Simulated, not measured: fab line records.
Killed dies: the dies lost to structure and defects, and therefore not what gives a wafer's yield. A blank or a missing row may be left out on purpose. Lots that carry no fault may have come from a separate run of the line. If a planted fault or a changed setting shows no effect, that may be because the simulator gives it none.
2 desks, one fault | flow sky130 | numbers are kept per desk, each desk with only its own; the story behind them comes last

== FROM THE METROLOGY DESK ==
What the gauges read, lot by lot, whatever tool the lot ran on: means of the sampled wafers that have a number. Any lot whose mean is over 4 standard deviations away from the usual mean is out of limits and marked OUT; that distance is given in the brackets.
Columns: A = VIA4_BOW at SKY_VIA4_BOW_MEAS_03, usual 79 um; B = PASSIVATION_CVD_00_THK at SKY_PASSIVATION_THK_MEAS_01, usual 89.9 nm
lot  | first seen here | A  | B
L719 | day 41 09:26    | 88 | 90.9
L718 | day 41 13:36    | 82 | 89.5
L720 | day 42 03:52    | 82 | 90.0
L724 | day 43 11:24    | 79 | 90.5
L727 | day 44 08:57    | 72 | 90.0
L732 | day 45 14:12    | 75 | 89.9
L733 | day 45 15:54    | 74 | 90.2
L734 | day 45 23:26    | 77 | 89.7
L735 | day 46 05:23    | 65 | 90.6
L739 | day 47 14:34    | 78 | 89.3
L740 | day 47 15:35    | 72 | 88.8
L738 | day 47 17:23    | 84 | 88.8
L741 | day 47 21:01    | 85 | 87.6
This desk's verdict: no lot among the 13 shows anything out of limits.

== TOOL OWNER'S DESK, wet-bench-03 ==
The tool's own readings at SKY_PAD_OPEN_STRIP_09 (strips in post etch residue remover, time 1200 s): means of the sampled wafers that have a number, for each lot that ran on this tool. Any lot whose mean is over 4 standard deviations away from the usual mean is out of limits and marked OUT; that distance is given in the brackets.
Columns: A = run-length-s at SKY_PAD_OPEN_STRIP_09, usual 1228 s
lot  | first seen here | A
L719 | day 45 05:35    | 1235
L727 | day 47 20:49    | 1375 (+45) OUT
This desk's finding: out of limits on L727; first on L727, day 47 20:49 (run-length-s at SKY_PAD_OPEN_STRIP_09). Within limits: L719.

== PUT TOGETHER ==
An alarm could have come from the tool owner's desk at day 47 20:49, on L727.
Nothing out of limits was seen by the metrology desk.
The metrology desk has L727 on record, within its limits.
SKY_PAD_OPEN_STRIP_09 was run on wet-bench-03 by each of the lots named.

== WHAT THE SIMULATOR HAD INSERTED ==
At SKY_PAD_OPEN_STRIP_09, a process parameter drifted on wet-bench-03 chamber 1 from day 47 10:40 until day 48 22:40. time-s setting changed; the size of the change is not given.
Shown lots that were struck: L727.
How many hours passed from the start of the fault until each desk's first out-of-limits reading: the tool owner's desk, 10.
